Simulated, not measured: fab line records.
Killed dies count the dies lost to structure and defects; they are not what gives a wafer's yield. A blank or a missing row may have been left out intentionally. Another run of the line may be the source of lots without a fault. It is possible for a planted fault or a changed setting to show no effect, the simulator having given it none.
Chamber matching	flow sky130	4 sister chambers for SKY_VIA1_CMP_24 on cmp-01
The step polishes, stops on SiO2, t overpolish 15 s, target thk 0 nm. 8 wafers are shown with their chamber, then 9 later ones without.

## EACH WAFER AND ITS CHAMBER
wafer	chamber	time_to_endpoint_s (s)	motor_current_A (A)
L552.4	2	68	10.5
L553.6	3	74	10.6
L557.1	0	66	11.4
L557.3	1	58	11.9
L557.6	1	60	11.7
L559.1	3	74	11.1
L559.3	2	71	11.3
L559.4	0	71	11.7

## WAFERS WHOSE CHAMBER IS MISSING
wafer	time_to_endpoint_s (s)	motor_current_A (A)
L561.2	67	11.2
L561.3	67	10.7
L561.6	67	11.9
L562.1	69	11.8
L562.2	69	10.9
L562.5	72	10.9
L566.2	59	11.4
L566.4	70	10.1
L566.5	60	11.5

## THE CHAMBER EACH PASSED THROUGH
wafer	from the rows above	in truth
L561.2	can't be placed: 0 or 2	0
L561.3	can't be placed: 2 or 0 or 3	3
L561.6	can't be placed: 0 or 2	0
L562.1	can't be placed: 0 or 2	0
L562.2	can't be placed: 2 or 0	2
L562.5	can't be placed: 3 or 2 or 0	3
L566.2	1	1
L566.4	can't be placed: 2 or 3 or 0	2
L566.5	1	1
2 of 9 placed correctly. Not placeable from these rows: 7 (in 7, the candidates include the true chamber). Number placed wrongly: 0.
How it was worked out, from the rows above alone: a wafer's distance from a chamber is the root of the sum, over the readings, of the square of ((its reading less the chamber's mean) divided by the reading's scatter). The wafer belongs to the nearest chamber; if the next one is less than 2 further off, it can't be placed. A chamber's mean is the mean of its shown wafers. The scatter is the square root of a quotient: the sum, over the shown wafers, of each reading's squared deviation from its chamber's mean, divided by wafers minus chambers.
